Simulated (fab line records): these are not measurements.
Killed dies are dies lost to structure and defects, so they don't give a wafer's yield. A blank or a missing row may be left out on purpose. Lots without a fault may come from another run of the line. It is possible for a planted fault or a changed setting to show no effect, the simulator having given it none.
2 desks looking at one fault	flow sfqLine	every desk sees just its own numbers, and what lay behind them comes last

== FROM THE METROLOGY DESK ==
What the gauges read, lot by lot, whatever tool the lot ran on: means of the sampled wafers that have a number. If a lot's mean is further than 4 standard deviations from the usual mean, the lot is out of limits and carries the mark OUT (the distance appears in the brackets).
Columns: A = L0V_OVL at SFQ_L0V_OVL_MEAS_903, usual -2 nm; B = M0_NB_RS at SFQ_M0_RS_MEAS_904, usual 0.889 ohm/sq; C = M0_OVL at SFQ_M0_OVL_MEAS_906, usual -4 nm; D = I0_BOW at SFQ_I0_BOW_MEAS_907, usual 1 um; E = I0_OVL at SFQ_I0_OVL_MEAS_908, usual 1 nm; F = M8_BOW at SFQ_M8_BOW_MEAS_951, usual 8 um
lot	first seen here	A	B	C	D	E	F
L617	day 6 18:41	-2	0.887	-2	4	4	1
L622	day 7 04:17	-4	0.879	-11	5	-2	30
L626	day 7 15:02	-5	0.889	3	8	-11	4
L633	day 8 17:00	-3	0.901	-3	-9	3	-4
L637	day 14 17:10	3	0.904	-4	5	1	10
This desk found nothing out of limits on any of the 5 lots.

== DESK OF THE TOOL OWNER: pvdSputter-06 ==
The tool's own readings at SFQ_TRILAYER_M0_DEP_SPUTTER_019 (material Nb, target thk 200 nm, time 133.3 s): means of the sampled wafers that have a number, for each lot that ran on this tool. If a lot's mean is further than 4 standard deviations from the usual mean, the lot is out of limits and carries the mark OUT (the distance appears in the brackets).
Columns: A = cathodeDcPowerW at SFQ_TRILAYER_M0_DEP_SPUTTER_019, usual 2000.0 W; B = throttleValvePct at SFQ_TRILAYER_M0_DEP_SPUTTER_019, usual 30.4 %
lot	first seen here	A	B
L617	day 6 19:36	2000.2	29.6
L626	day 7 16:34	2000.0	29.2
This desk found nothing out of limits on any of the 2 lots.

== BROUGHT TOGETHER ==
At the metrology desk, nothing out of limits was observed.
Nothing out of limits was seen by the tool owner's desk.

== WHAT THE SIMULATOR HAD PUT IN ==
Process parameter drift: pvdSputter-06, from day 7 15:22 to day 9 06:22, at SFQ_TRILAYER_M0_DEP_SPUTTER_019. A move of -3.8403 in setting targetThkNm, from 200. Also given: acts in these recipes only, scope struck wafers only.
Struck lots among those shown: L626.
